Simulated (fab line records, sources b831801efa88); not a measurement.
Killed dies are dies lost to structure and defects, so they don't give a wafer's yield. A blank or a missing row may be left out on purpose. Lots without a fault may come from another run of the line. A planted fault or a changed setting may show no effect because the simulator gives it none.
fab line records | flow sky130
record lots=5 wafers=15 last_day=50
route steps=708 shown CONTACT@415 METAL1@434
lots that met no fault: from a run of the same line without faults
start_h: hours from the record's first day to the start of the lot's first wafer shown | wait_h: hours since the lot's step before | " the same as in the row above | L1.1+2: a row that stands for several wafers | - no value, or no start given | * or withheld: withheld | < > ~ a bound
route shown NAME@n: a module of which the file shows steps, and the number in the route of the first | usual: mean/standard deviation of fault-free wafers | same: alike in all rows | chamber/n: place in a boat | sites: the reading at each site | _std_site: their standard deviation | _edge_site: outer sites' mean less inner sites' | radius_mm: how far each site lies from the wafer's centre | mask NAME#n: copy n | behind: the tool/chamber that last shaped the wafer | hold: why the lot was held/for how many hours/how that ended | device: the transistor (n, p or np) that didn't switch | end of line: the same wafers' tests at the end of the route | a step without rows: its recipe alone | killed: dies lost to structure and defects at the first sort, not the wafer's yield | map: a wafer's dies, x killed, . not, _ none there
set.NAME: the setting as run; set.NAME@STEP: as run at that earlier step | model.NAME: the simulator's own value behind a step, which no gauge read
lots at some steps of the route; a table a step, a row a wafer
services: from which hour (start_h, from the record's first day; less than 0 if before it) a tool's chamber was out of use, for how many hours, and why
## steps
# step SKY_CONTACT_COAT_09
# recipe resist=KrF-thick spin_rpm=3000 resist_thk_nm=450
# usual dispense_pressure_kPa=51.1/1.9
# columns lot.wafer tool chamber start_h wait_h dispense_pressure_kPa
L074.1 litho_track-04 0 - - 51.0
L074.2 " 0 " " 50.9
L074.3 " 0 " " 50.9
L078.1 litho_track-04 0 - - 50.9
L078.3 " 0 " " 50.9
L078.5 " 0 " " 50.9
L091.2 litho_track-03 0 - - 52.9
L091.3 " 0 " " 52.8
L091.5 " 0 " " 52.8
L095.3 litho_track-04 0 - - 51.0
L095.5 " 0 " " 50.9
L095.6 " 0 " " 50.9
L097.2 litho_track-04 0 - - 51.0
L097.3 " 0 " " 50.9
L097.5 " 0 " " 50.9
# step SKY_CONTACT_SOFTBAKE_10
# recipe temp_c=100 time_s=90 resist=KrF-thick
# columns lot.wafer tool chamber start_h wait_h
L074.1+2+3 litho_track-04 0 - -
L078.1+3+5 litho_track-04 0 - -
L091.2+3+5 litho_track-03 0 - -
L095.3+5+6 litho_track-04 0 - -
L097.2+3+5 litho_track-04 0 - -
# step SKY_CONTACT_EXPOSE_11
# recipe mask_id=CTM1 na=0.8 source_shape=annular sigma_inner=0.55 sigma_outer=0.85 target_cd_nm=170 dose_mj=38
# columns lot.wafer tool chamber start_h wait_h mask
L074.1+2+3 krf_scanner-02 0 - - CTM1#0
L078.1+3+5 krf_scanner-01 0 - - CTM1#0
L091.2+3+5 krf_scanner-02 0 - - CTM1#0
L095.3+5+6 krf_scanner-02 0 - - CTM1#0
L097.2+3+5 krf_scanner-01 0 - - CTM1#0
# step SKY_CONTACT_PEB_12
# recipe peb_temp_c=withheld peb_time_s=withheld resist=KrF-thick
# columns lot.wafer tool chamber start_h wait_h
L074.1+2+3 litho_track-04 0 - -
L078.1+3+5 litho_track-01 0 - -
L091.2+3+5 litho_track-01 0 - -
L095.3+5+6 litho_track-01 0 - -
L097.2+3+5 litho_track-04 0 - -
# step SKY_CONTACT_DEVELOP_13
# recipe develop_time_s=60 resist=KrF-thick dev_temp_c=21
# columns lot.wafer tool chamber start_h wait_h
L074.1+2+3 litho_track-04 0 - -
L078.1+3+5 litho_track-01 0 - -
L091.2+3+5 litho_track-01 0 - -
L095.3+5+6 litho_track-01 0 - -
L097.2+3+5 litho_track-04 0 - -
# step SKY_CONTACT_CD_MEAS_14
# recipe target_cd_nm=170
# usual cd_nm=170.0/1.1
# columns lot.wafer tool chamber start_h wait_h cd_nm
L074.1 cd_sem-02 - 718.60 - 169.4
L074.2 " - " " 170.2
L074.3 " - " " 169.4
L078.1 cd_sem-02 - 756.31 - 170.3
L078.3 " - " " 170.0
L078.5 " - " " 168.8
L091.2 cd_sem-01 - 870.28 - 170.2
L091.3 " - " " 169.1
L091.5 " - " " 171.0
L095.3 cd_sem-02 - 898.55 - 168.2
L095.5 " - " " 168.3
L095.6 " - " " 168.0
L097.2 cd_sem-02 - 901.87 - 168.9
L097.3 " - " " 169.9
L097.5 " - " " 169.8
# step SKY_CONTACT_OVL_MEAS_15
# usual CONTACT_OVL=-2/5.8
# columns lot.wafer tool chamber start_h wait_h CONTACT_OVL[nm]
L074.1 overlay-02 - 718.72 0.1 -5
L074.2 " - " " -5
L074.3 " - " " 0
L078.1 overlay-01 - 756.43 0.1 -2
L078.3 " - " " -4
L078.5 " - " " -8
L091.2 overlay-02 - 870.39 0.1 -5
L091.3 " - " " 4
L091.5 " - " " 0
L095.3 overlay-01 - 898.64 0.1 -3
L095.5 " - " " -1
L095.6 " - " " -10
L097.2 overlay-01 - 901.98 0.1 3
L097.3 " - " " 5
L097.5 " - " " 8
# step SKY_CONTACT_ETCH_16
# recipe chemistry=N2/H2 target=BARC ion_energy_ev=200 source_w=500 bias_w=100 pressure_mtorr=30 n2_flow_sccm=100 h2_flow_sccm=200 stop_on=SiO2 time_s=45.9 target_depth_a=600
# usual bias_w=99.96/0.29 drypump_motor_current_A=5.8/0.52 oes_product_au=0.855/0.0051 rf_fwd_power_W=495.1/2.1 throttle_valve_pct=13.223/0.0083
# columns lot.wafer tool chamber start_h wait_h bias_w drypump_motor_current_A oes_product_au rf_fwd_power_W rf_hours_counter_h throttle_valve_pct
L074.1 rie_diel-04 3 718.76 0.0 99.98 6.0 0.858 496.7 3 13.221
L074.2 " 2 " " 99.95 5.3 0.845 500.0 11 13.221
L074.3 " 1 " " 100.04 5.4 0.852 493.3 2 13.200
L078.1 rie_diel-04 3 756.46 0.0 100.39 6.0 0.860 493.8 4 13.223
L078.3 " 0 " " 100.10 5.6 0.858 494.3 1 13.220
L078.5 " 0 " " 99.70 5.6 0.855 494.8 - 13.233
L091.2 rie_diel-01 1 870.42 0.0 100.10 5.2 0.858 492.7 9 13.228
L091.3 " 0 " " 99.80 5.8 0.862 492.4 25 13.220
L091.5 " 2 " " 99.53 5.6 0.854 491.6 - 13.215
L095.3 rie_diel-03 0 898.67 0.0 100.30 6.8 0.844 495.3 8 13.228
L095.5 " 1 " " 99.70 6.7 0.854 496.1 - 13.235
L095.6 " 2 " " 100.08 5.2 0.850 493.9 - 13.221
L097.2 rie_diel-03 3 902.01 0.0 100.05 5.7 0.852 492.4 7 13.216
L097.3 " 1 " " 99.76 6.7 0.861 494.1 12 13.230
L097.5 " 1 " " 99.88 6.7 0.860 496.5 - 13.219
# step SKY_CONTACT_ETCH_17
# recipe target=SiO2 chemistry=C4F8/O2/Ar stop_on=Si3N4 mask_material=KrF-thick source_w=1500 bias_w=1200 pressure_mtorr=40 c4f8_flow_sccm=withheld O2_flow_sccm=6 Ar_flow_sccm=300 time_s=withheld target_depth_a=3400
# usual bias_w=1200/3.3 oes_product_au=0.893/0.0047 rf_fwd_power_W=1488/6.1
# columns lot.wafer tool chamber start_h wait_h bias_w oes_product_au rf_fwd_power_W
L074.1 rie_diel-04 3 718.80 0.0 1200 0.900 1492
L074.2 " 2 " " 1195 0.894 1496
L074.3 " 1 " " 1203 0.891 1496
L078.1 rie_diel-04 3 756.51 0.0 1205 0.890 1487
L078.3 " 0 " " 1200 0.891 1483
L078.5 " 0 " " 1198 0.894 1481
L091.2 rie_diel-01 1 870.46 0.0 1198 0.890 1487
L091.3 " 0 " " 1203 0.896 1484
L091.5 " 2 " " 1197 0.889 1477
L095.3 rie_diel-03 0 898.71 0.0 1199 0.892 1495
L095.5 " 1 " " 1201 0.895 1489
L095.6 " 2 " " 1199 0.895 1484
L097.2 rie_diel-03 3 902.05 0.0 1197 0.892 1485
L097.3 " 1 " " 1205 0.898 1491
L097.5 " 1 " " 1203 0.891 1488
# step SKY_CONTACT_ETCH_18
# recipe target=Si3N4 chemistry=CHF3/O2 stop_on=TiN source_w=600 bias_w=200 pressure_mtorr=40 chf3_flow_sccm=50 O2_flow_sccm=5 time_s=39 target_depth_a=750
# usual bias_w=200.0/0.64 drypump_motor_current_A=5.8/0.52 oes_product_au=0.856/0.0086 rf_fwd_power_W=593.3/2.6 throttle_valve_pct=8.794/0.0084
# columns lot.wafer tool chamber start_h wait_h bias_w drypump_motor_current_A oes_product_au rf_fwd_power_W rf_hours_counter_h throttle_valve_pct
L074.1 rie_diel-04 3 - - 200.2 6.0 0.844 592.5 3 8.790
L074.2 " 2 " " 198.6 5.2 0.859 596.5 11 8.790
L074.3 " 1 " " 199.8 5.4 0.849 590.4 2 8.786
L078.1 rie_diel-04 3 - - 200.6 6.0 0.864 595.5 4 8.790
L078.3 " 0 " " 199.7 5.6 0.855 597.3 1 8.792
L078.5 " 0 " " 199.4 5.6 0.861 594.3 - 8.806
L091.2 rie_diel-01 1 - - 200.0 5.2 0.861 592.6 9 8.783
L091.3 " 0 " " 200.6 5.8 0.863 586.2 26 8.783
L091.5 " 2 " " 199.4 5.7 0.855 591.7 - 8.796
L095.3 rie_diel-03 0 - - 200.2 6.8 0.851 592.7 8 8.807
L095.5 " 1 " " 199.1 6.7 0.859 593.5 - 8.789
L095.6 " 2 " " 199.7 5.2 0.868 591.7 - 8.805
L097.2 rie_diel-03 3 - - 200.6 5.7 0.862 592.1 7 8.797
L097.3 " 1 " " 199.8 6.7 0.847 594.9 12 8.791
L097.5 " 1 " " 200.7 6.7 0.870 594.4 - 8.786
# step SKY_CONTACT_STRIP_19
# recipe chemistry=O2/N2 power_w=1400 pressure_mtorr=1500 platen_temp_c=withheld o2_flow_sccm=3000 n2_flow_sccm=300 overash_fraction=0.5
# usual drypump_motor_current_A=6.1/0.57 oes_product_au=0.380/0.0047 strip_time_to_endpoint_s=3.61/0.032
# same overash_fraction=0.5
# columns lot.wafer tool chamber start_h wait_h drypump_motor_current_A oes_product_au rf_hours_counter_h strip_time_to_endpoint_s
L074.1 plasma_asher-03 1 718.89 - 6.7 0.383 57 3.57
L074.2 " 0 " " 6.8 0.375 57 3.65
L074.3 " 1 " " 6.7 0.385 - 3.58
L078.1 plasma_asher-01 1 756.60 - 5.7 0.378 94 3.63
L078.3 " 0 " " 6.0 0.378 - 3.61
L078.5 " 1 " " 5.7 0.375 - 3.60
L091.2 plasma_asher-02 0 870.55 - 5.1 0.384 43 3.60
L091.3 " 1 " " 6.0 0.384 - 3.63
L091.5 " 1 " " 6.0 0.375 - 3.59
L095.3 plasma_asher-01 0 898.83 - 6.0 0.374 - 3.62
L095.5 " 1 " " 5.7 0.371 - 3.58
L095.6 " 0 " " 6.0 0.386 - 3.62
L097.2 plasma_asher-02 0 902.14 - 5.1 0.378 46 3.60
L097.3 " 1 " " 6.0 0.376 - 3.60
L097.5 " 1 " " 6.0 0.379 - 3.58
# step SKY_CONTACT_STRIP_20
# recipe chemistry=post_etch_residue_remover time_s=1200 temp_c=72.5
# columns lot.wafer tool chamber start_h wait_h
L074.1+2+3 wet_bench-04 3 718.99 0.1
L078.1+3+5 wet_bench-03 3 756.70 0.1
L091.2+3+5 wet_bench-04 0 870.65 0.1
L095.3+5+6 wet_bench-04 3 898.91 0.0
L097.2+3+5 wet_bench-04 2 902.24 0.1
# step SKY_CONTACT_CLEAN_21
# recipe chemistry=IPA time_s=180 temp_c=25
# columns lot.wafer tool chamber start_h wait_h
L074.1+2+3 wet_bench-03 3 719.33 0.0
L078.1+3+5 wet_bench-01 3 757.04 0.0
L091.2+3+5 wet_bench-01 3 871.02 0.0
L095.3+5+6 wet_bench-04 3 899.25 0.0
L097.2+3+5 wet_bench-01 2 902.61 0.0
# step SKY_CONTACT_CLEAN_22
# recipe chemistry=O3/DIW dry=n2_spin
# columns lot.wafer tool chamber start_h wait_h
L074.1+2+3 wet_bench-04 3 719.39 0.0
L078.1+3+5 wet_bench-03 3 757.10 0.0
L091.2+3+5 wet_bench-03 2 871.08 0.0
L095.3+5+6 wet_bench-01 0 899.31 0.0
L097.2+3+5 wet_bench-03 3 902.67 0.0
# step SKY_CONTACT_SPUTTER_23
# recipe material=TiN target_thk_nm=20 chamber_pressure_pa=5 power_w=4000 time_s=80
# usual throttle_valve_pct=29.9/1
# columns lot.wafer tool chamber start_h wait_h throttle_valve_pct
L074.1 pvd_sputter-02 - 719.48 0.0 30.8
L074.2 " - " " 30.6
L074.3 " - " " 29.4
L078.1 pvd_sputter-02 - 757.19 0.0 29.6
L078.3 " - " " 30.6
L078.5 " - " " 29.1
L091.2 pvd_sputter-02 - 871.17 0.0 28.7
L091.3 " - " " 30.7
L091.5 " - " " 28.9
L095.3 pvd_sputter-02 - 899.41 0.0 28.6
L095.5 " - " " 30.9
L095.6 " - " " 30.7
L097.2 pvd_sputter-02 - 902.77 0.0 29.6
L097.3 " - " " 28.9
L097.5 " - " " 30.8
# step SKY_CONTACT_CVD_24
# recipe material=W target_thk_nm=340 time_s=102.12 temp_c=400 pressure_torr=40
# usual chamber_pressure_Torr=40.00/0.095 heater_power_w=840/81
# columns lot.wafer tool chamber start_h wait_h chamber_pressure_Torr heater_power_w
L074.1 cvd_w-02 0 719.54 0.0 39.78 951
L074.2 " 1 " " 39.98 866
L074.3 " 1 " " 40.07 867
L078.1 cvd_w-01 1 757.26 0.0 40.01 755
L078.3 " 0 " " 40.07 789
L078.5 " 1 " " 40.13 738
L091.2 cvd_w-01 0 871.23 0.0 40.21 804
L091.3 " 1 " " 39.83 749
L091.5 " 0 " " 40.13 803
L095.3 cvd_w-01 1 899.51 0.1 39.87 751
L095.5 " 1 " " 39.93 747
L095.6 " 0 " " 39.99 792
L097.2 cvd_w-01 1 902.84 0.0 39.78 746
L097.3 " 1 " " 39.99 748
L097.5 " 0 " " 40.07 817
# step SKY_CONTACT_RS_MEAS_25
# recipe thk_meas_gauge=four-point-probe reads=W_of_CONTACT_CVD_24+TiN_of_CONTACT_SPUTTER_23
# usual CONTACT_W_RS=0.338/0.0037
# columns lot.wafer tool chamber start_h wait_h CONTACT_W_RS[ohm/sq]
L074.1 film_metro-02 - 719.65 0.1 0.333
L074.2 " - " " 0.331
L074.3 " - " " 0.329
L078.1 film_metro-02 - 757.37 0.1 0.335
L078.3 " - " " 0.341
L078.5 " - " " 0.338
L091.2 film_metro-04 - 871.36 0.1 0.342
L091.3 " - " " 0.339
L091.5 " - " " 0.341
L095.3 film_metro-04 - 899.62 0.1 0.332
L095.5 " - " " 0.331
L095.6 " - " " 0.335
L097.2 film_metro-04 - 902.97 0.1 0.340
L097.3 " - " " 0.337
L097.5 " - " " 0.341
# step SKY_CONTACT_THK_MEAS_26
# recipe thk_meas_gauge=xrf reads=W_of_CONTACT_CVD_24
# usual CONTACT_W_THK=335/3.8
# columns lot.wafer tool chamber start_h wait_h CONTACT_W_THK[nm]
L074.1 film_metro-02 - 719.77 0.1 336
L074.2 " - " " 340
L074.3 " - " " 342
L078.1 film_metro-02 - 757.49 0.1 335
L078.3 " - " " 329
L078.5 " - " " 332
L091.2 film_metro-04 - 871.47 0.1 334
L091.3 " - " " 334
L091.5 " - " " 335
L095.3 film_metro-04 - 899.72 0.1 343
L095.5 " - " " 343
L095.6 " - " " 341
L097.2 film_metro-04 - 903.08 0.1 336
L097.3 " - " " 337
L097.5 " - " " 334
# step SKY_CONTACT_CMP_27
# recipe stop_on=SiO2 t_overpolish_s=15 down_force_psi=3.5 platen_rpm=60 target_thk_nm=0 pad_velocity_m_s=0.94248
# usual motor_current_A=11.0/1.2 overpolish_run_s=15.000/0.0093 retaining_ring_pressure_frac=1.000/0.0052 slurry_flow_ml_min=150.0/0.5 time_to_endpoint_s=85/3.7
# columns lot.wafer tool chamber start_h wait_h motor_current_A overpolish_run_s retaining_ring_pressure_frac slurry_flow_ml_min time_to_endpoint_s
L074.3 cmp-02 1 719.88 0.1 12.2 14.998 0.987 149.9 91
L074.1 " 2 " " 11.8 14.999 0.997 149.8 85
L074.2 " 3 " " 9.3 15.007 1.008 150.3 89
L078.1 cmp-02 2 757.55 0.1 11.5 15.003 1.001 149.1 84
L078.3 " 1 " " 11.8 14.997 0.996 150.9 84
L078.5 " 3 " " 9.5 14.988 0.996 150.3 85
L091.3 cmp-01 1 871.57 0.1 11.1 14.993 1.010 150.1 80
L091.2 " 2 " " 10.0 15.012 0.998 149.7 80
L091.5 " 1 " " 10.9 15.007 1.010 150.2 78
L095.3 cmp-02 2 899.98 0.2 11.7 15.004 1.001 150.2 79
L095.6 " 2 " " 12.8 14.992 1.008 149.3 81
L095.5 " 3 " " 8.8 14.986 1.001 150.0 89
L097.2 cmp-02 0 903.22 0.1 10.1 15.008 0.997 150.1 92
L097.3 " 2 " " 12.3 14.987 1.000 149.7 91
L097.5 " 0 " " 10.6 14.990 0.998 150.2 88
# step SKY_METAL1_SPUTTER_00
# recipe material=Ti target_thk_nm=15 power_w=3000 time_s=10 chamber_pressure_pa=0.4
# usual throttle_valve_pct=29.8/1.1
# columns lot.wafer tool chamber start_h wait_h throttle_valve_pct
L074.1 pvd_sputter-04 - 720.13 0.1 30.2
L074.2 " - " " 27.8
L074.3 " - " " 30.7
L078.1 pvd_sputter-01 - 757.85 0.2 30.2
L078.3 " - " " 29.5
L078.5 " - " " 29.5
L091.2 pvd_sputter-04 - 871.82 0.1 31.7
L091.3 " - " " 30.4
L091.5 " - " " 30.3
L095.3 pvd_sputter-04 - 900.28 0.2 30.6
L095.5 " - " " 27.7
L095.6 " - " " 31.5
L097.2 pvd_sputter-04 - 903.52 0.2 30.6
L097.3 " - " " 31.8
L097.5 " - " " 30.7
# step SKY_METAL1_SPUTTER_01
# recipe material=TiN target_thk_nm=20 power_w=6500 time_s=16.7 chamber_pressure_pa=0.4
# usual throttle_valve_pct=29.8/1.1
# columns lot.wafer tool chamber start_h wait_h throttle_valve_pct
L074.1 pvd_sputter-04 - 720.15 0.0 30.3
L074.2 " - " " 27.9
L074.3 " - " " 30.6
L078.1 pvd_sputter-01 - 757.87 0.0 30.3
L078.3 " - " " 29.7
L078.5 " - " " 29.6
L091.2 pvd_sputter-04 - 871.84 0.0 31.9
L091.3 " - " " 30.3
L091.5 " - " " 30.4
L095.3 pvd_sputter-04 - 900.30 0.0 30.8
L095.5 " - " " 27.8
L095.6 " - " " 31.5
L097.2 pvd_sputter-04 - 903.54 0.0 30.5
L097.3 " - " " 31.5
L097.5 " - " " 30.7
# step SKY_METAL1_SPUTTER_02
# recipe material=AlCu target_thk_nm=250 power_w=10600 time_s=13.3 chamber_pressure_pa=0.4
# usual throttle_valve_pct=29.8/1.1
# columns lot.wafer tool chamber start_h wait_h throttle_valve_pct
L074.1 pvd_sputter-04 - 720.18 0.0 30.3
L074.2 " - " " 28.0
L074.3 " - " " 30.4
L078.1 pvd_sputter-01 - 757.89 0.0 30.3
L078.3 " - " " 29.7
L078.5 " - " " 29.6
L091.2 pvd_sputter-04 - 871.87 0.0 31.5
L091.3 " - " " 30.1
L091.5 " - " " 30.1
L095.3 pvd_sputter-04 - 900.32 0.0 30.5
L095.5 " - " " 28.0
L095.6 " - " " 31.5
L097.2 pvd_sputter-04 - 903.57 0.0 30.8
L097.3 " - " " 31.6
L097.5 " - " " 30.5
# step SKY_METAL1_SPUTTER_03
# recipe material=Ti target_thk_nm=5 power_w=3000 time_s=3.3 chamber_pressure_pa=0.4
# usual throttle_valve_pct=29.8/1.1
# columns lot.wafer tool chamber start_h wait_h throttle_valve_pct
L074.1 pvd_sputter-04 - 720.20 0.0 30.0
L074.2 " - " " 27.7
L074.3 " - " " 30.3
L078.1 pvd_sputter-01 - 757.92 0.0 30.4
L078.3 " - " " 29.5
L078.5 " - " " 29.6
L091.2 pvd_sputter-04 - 871.89 0.0 31.7
L091.3 " - " " 30.4
L091.5 " - " " 30.3
L095.3 pvd_sputter-04 - 900.35 0.0 30.5
L095.5 " - " " 27.7
L095.6 " - " " 31.7
L097.2 pvd_sputter-04 - 903.59 0.0 30.7
L097.3 " - " " 31.7
L097.5 " - " " 30.9
# step SKY_METAL1_SPUTTER_04
# recipe material=TiN target_thk_nm=70 power_w=6500 time_s=58.3 chamber_pressure_pa=0.4
# usual throttle_valve_pct=29.8/1.1
# columns lot.wafer tool chamber start_h wait_h throttle_valve_pct
L074.1 pvd_sputter-04 - 720.22 0.0 30.4
L074.2 " - " " 28.0
L074.3 " - " " 30.5
L078.1 pvd_sputter-01 - 757.94 0.0 30.4
L078.3 " - " " 29.7
L078.5 " - " " 29.6
L091.2 pvd_sputter-04 - 871.91 0.0 31.7
L091.3 " - " " 30.5
L091.5 " - " " 30.3
L095.3 pvd_sputter-04 - 900.37 0.0 30.4
L095.5 " - " " 27.8
L095.6 " - " " 31.7
L097.2 pvd_sputter-04 - 903.61 0.0 30.6
L097.3 " - " " 31.7
L097.5 " - " " 30.9
# step SKY_METAL1_RS_MEAS_05
# recipe thk_meas_gauge=four-point-probe reads=TiN_of_METAL1_SPUTTER_04+Ti_of_METAL1_SPUTTER_03+AlCu_of_METAL1_SPUTTER_02+TiN_of_METAL1_SPUTTER_01+Ti_of_METAL1_SPUTTER_00
# usual METAL1_ALCU_RS=0.1273/0.0012
# columns lot.wafer tool chamber start_h wait_h METAL1_ALCU_RS[ohm/sq]
L074.1 film_metro-04 - 720.27 0.0 0.1270
L074.2 " - " " 0.1278
L074.3 " - " " 0.1269
L078.1 film_metro-03 - 757.99 0.0 0.1270
L078.3 " - " " 0.1265
L078.5 " - " " 0.1267
L091.2 film_metro-02 - 871.98 0.0 0.1282
L091.3 " - " " 0.1276
L091.5 " - " " 0.1277
L095.3 film_metro-04 - 900.46 0.1 0.1266
L095.5 " - " " 0.1272
L095.6 " - " " 0.1264
L097.2 film_metro-02 - 903.68 0.0 0.1283
L097.3 " - " " 0.1292
L097.5 " - " " 0.1293
# step SKY_METAL1_THK_MEAS_06
# recipe thk_meas_gauge=xrf reads=AlCu_of_METAL1_SPUTTER_02
# usual METAL1_ALCU_THK=248.5/2.7
# columns lot.wafer tool chamber start_h wait_h METAL1_ALCU_THK[nm]
L074.1 film_metro-04 - 720.39 0.1 249.2
L074.2 " - " " 249.0
L074.3 " - " " 251.3
L078.1 film_metro-03 - 758.11 0.1 247.8
L078.3 " - " " 248.0
L078.5 " - " " 250.2
L091.2 film_metro-02 - 872.09 0.1 245.8
L091.3 " - " " 247.2
L091.5 " - " " 246.7
L095.3 film_metro-04 - 900.56 0.1 249.7
L095.5 " - " " 247.1
L095.6 " - " " 249.9
L097.2 film_metro-02 - 903.79 0.1 245.8
L097.3 " - " " 243.9
L097.5 " - " " 243.7
# step SKY_METAL1_DEHYDRATE_07
# recipe temp_c=200 time_s=60
# columns lot.wafer tool chamber start_h wait_h
L074.1+2+3 litho_track-04 0 733.40 13.0
L078.1+3+5 litho_track-01 0 771.31 13.2
L091.2+3+5 litho_track-04 0 883.47 11.4
L095.3+5+6 litho_track-04 0 912.50 11.9
L097.2+3+5 litho_track-04 0 915.33 11.5
# step SKY_METAL1_HMDS_08
# recipe prime_time_s=60 prime_temp_c=120
# columns lot.wafer tool chamber start_h wait_h
L074.1+2+3 litho_track-04 0 733.55 0.1
L078.1+3+5 litho_track-01 0 771.46 0.1
L091.2+3+5 litho_track-04 0 883.62 0.1
L095.3+5+6 litho_track-04 0 912.65 0.1
L097.2+3+5 litho_track-04 0 915.48 0.1
# step SKY_METAL1_COAT_09
# recipe resist=BARC temp_c=withheld time_s=withheld spin_rpm=3000 resist_thk_nm=60
# usual dispense_pressure_kPa=50.5/1.9
# columns lot.wafer tool chamber start_h wait_h dispense_pressure_kPa
L074.1 litho_track-04 0 733.70 0.1 50.9
L074.2 " 0 " " 51.0
L074.3 " 0 " " 50.9
L078.1 litho_track-01 0 771.61 0.1 47.9
L078.3 " 0 " " 47.9
L078.5 " 0 " " 47.9
L091.2 litho_track-04 0 883.77 0.1 50.9
L091.3 " 0 " " 51.0
L091.5 " 0 " " 51.0
L095.3 litho_track-04 0 912.80 0.1 50.9
L095.5 " 0 " " 50.9
L095.6 " 0 " " 51.0
L097.2 litho_track-04 0 915.63 0.1 50.9
L097.3 " 0 " " 51.0
L097.5 " 0 " " 50.9
# step SKY_METAL1_COAT_10
# recipe resist=KrF-thick spin_rpm=3000 resist_thk_nm=450
# usual dispense_pressure_kPa=50.5/1.9
# columns lot.wafer tool chamber start_h wait_h dispense_pressure_kPa
L074.1 litho_track-04 0 - - 50.9
L074.2 " 0 " " 50.9
L074.3 " 0 " " 50.9
L078.1 litho_track-01 0 - - 47.9
L078.3 " 0 " " 47.8
L078.5 " 0 " " 47.8
L091.2 litho_track-04 0 - - 50.9
L091.3 " 0 " " 50.9
L091.5 " 0 " " 50.9
L095.3 litho_track-04 0 - - 51.0
L095.5 " 0 " " 50.9
L095.6 " 0 " " 50.9
L097.2 litho_track-04 0 - - 50.9
L097.3 " 0 " " 50.9
L097.5 " 0 " " 50.9
# step SKY_METAL1_SOFTBAKE_11
# recipe temp_c=100 time_s=90 resist=KrF-thick
# columns lot.wafer tool chamber start_h wait_h
L074.1+2+3 litho_track-04 0 - -
L078.1+3+5 litho_track-01 0 - -
L091.2+3+5 litho_track-04 0 - -
L095.3+5+6 litho_track-04 0 - -
L097.2+3+5 litho_track-04 0 - -
# step SKY_METAL1_EXPOSE_12
# recipe mask_id=MM1 na=0.8 source_shape=annular sigma_inner=0.55 sigma_outer=0.85 target_cd_nm=140 dose_mj=28
# columns lot.wafer tool chamber start_h wait_h mask
L074.1+2+3 krf_scanner-02 0 - - MM1#0
L078.1+3+5 krf_scanner-01 0 - - MM1#0
L091.2+3+5 krf_scanner-01 0 - - MM1#0
L095.3+5+6 krf_scanner-02 0 - - MM1#0
L097.2+3+5 krf_scanner-01 0 - - MM1#0
# step SKY_METAL1_PEB_13
# recipe peb_temp_c=withheld peb_time_s=withheld resist=KrF-thick
# columns lot.wafer tool chamber start_h wait_h
L074.1+2+3 litho_track-04 0 - -
L078.1+3+5 litho_track-04 0 - -
L091.2+3+5 litho_track-04 0 - -
L095.3+5+6 litho_track-04 0 - -
L097.2+3+5 litho_track-02 0 - -
# step SKY_METAL1_DEVELOP_14
# recipe develop_time_s=60 resist=KrF-thick dev_temp_c=21
# columns lot.wafer tool chamber start_h wait_h
L074.1+2+3 litho_track-04 0 - -
L078.1+3+5 litho_track-04 0 - -
L091.2+3+5 litho_track-04 0 - -
L095.3+5+6 litho_track-04 0 - -
L097.2+3+5 litho_track-02 0 - -
# step SKY_METAL1_CD_MEAS_15
# recipe target_cd_nm=140
# usual cd_nm=139.8/1.6
# columns lot.wafer tool chamber start_h wait_h cd_nm
L074.1 cd_sem-01 - 747.05 - 141.2
L074.2 " - " " 142.7
L074.3 " - " " 141.6
L078.1 cd_sem-01 - 785.20 - 142.0
L078.3 " - " " 141.3
L078.5 " - " " 141.7
L091.2 cd_sem-01 - 896.77 - 139.8
L091.3 " - " " 141.0
L091.5 " - " " 140.8
L095.3 cd_sem-01 - 924.29 - 138.7
L095.5 " - " " 138.4
L095.6 " - " " 136.3
L097.2 cd_sem-01 - 927.39 - 139.1
L097.3 " - " " 139.7
L097.5 " - " " 139.5
# step SKY_METAL1_OVL_MEAS_16
# usual METAL1_OVL=0/6
# columns lot.wafer tool chamber start_h wait_h METAL1_OVL[nm]
L074.1 overlay-02 - 747.17 0.1 7
L074.2 " - " " 9
L074.3 " - " " 2
L078.1 overlay-01 - 785.32 0.1 11
L078.3 " - " " 2
L078.5 " - " " 8
L091.2 overlay-01 - 896.88 0.1 -6
L091.3 " - " " -2
L091.5 " - " " -7
L095.3 overlay-02 - 924.38 0.1 -1
L095.5 " - " " 0
L095.6 " - " " -9
L097.2 overlay-02 - 927.50 0.1 2
L097.3 " - " " -3
L097.5 " - " " -1
# step SKY_METAL1_DESCUM_17
# recipe chemistry=O2 source_power_w=150 bias_power_w=0 pressure_mtorr=10 temp_c=40 time_s=8
# usual drypump_motor_current_A=5.96/0.25 oes_product_au=0.994/0.01 rf_fwd_power_W=147.0/0.63
# columns lot.wafer tool chamber start_h wait_h drypump_motor_current_A oes_product_au rf_fwd_power_W rf_hours_counter_h
L074.1 rie_metal-01 1 747.21 0.0 6.16 0.993 146.5 8
L074.2 " 0 " " 6.33 0.998 147.1 1
L074.3 " 1 " " 6.17 0.989 146.3 -
L078.1 rie_metal-01 1 785.36 0.0 6.15 0.991 146.7 9
L078.3 " 1 " " 6.18 0.987 146.4 -
L078.5 " 1 " " 6.15 0.990 146.1 -
L091.2 rie_metal-04 1 896.91 0.0 5.76 0.995 148.0 5
L091.3 " 0 " " 5.69 1.002 145.5 -
L091.5 " 1 " " 5.78 1.000 147.7 -
L095.3 rie_metal-04 0 924.42 0.0 5.70 0.991 147.0 -
L095.5 " 0 " " 5.71 0.998 147.5 -
L095.6 " 1 " " 5.77 0.988 147.8 -
L097.2 rie_metal-04 1 927.53 0.0 5.77 0.987 147.3 7
L097.3 " 1 " " 5.77 0.989 147.9 -
L097.5 " 0 " " 5.70 0.999 146.5 -
## services
# columns tool chamber start_h hours kind
pvd_sputter-01 - 686.53 2.5 repair
pvd_sputter-01 - 693.32 1.2 repair
krf_scanner-01 - 696.42 0.8 pm
rie_diel-04 - 697.64 2.8 pm
krf_scanner-02 - 736.83 36.0 pm
pvd_sputter-01 - 748.91 1.9 repair
krf_scanner-02 - 772.83 0.8 pm
krf_scanner-02 - 773.58 1.0 pm
pvd_sputter-02 - 784.55 1.0 repair
krf_scanner-01 - 801.05 1.0 pm
krf_scanner-02 - 806.21 1.3 pm
krf_scanner-01 - 807.51 0.8 pm
rie_diel-04 0 810.59 2.9 repair
rie_diel-03 2 815.27 6.7 repair
rie_diel-03 - 819.39 2.8 pm
pvd_sputter-04 - 828.75 1.2 repair
krf_scanner-01 - 834.74 1.3 pm
krf_scanner-01 - 845.48 0.2 repair
krf_scanner-02 - 846.79 4.4 pm
krf_scanner-02 - 854.31 0.6 repair
krf_scanner-01 - 865.22 0.8 pm
rie_diel-03 2 866.94 6.9 repair
rie_diel-04 2 908.94 9.3 repair
rie_diel-03 0 924.23 1.4 repair
## key
fault none
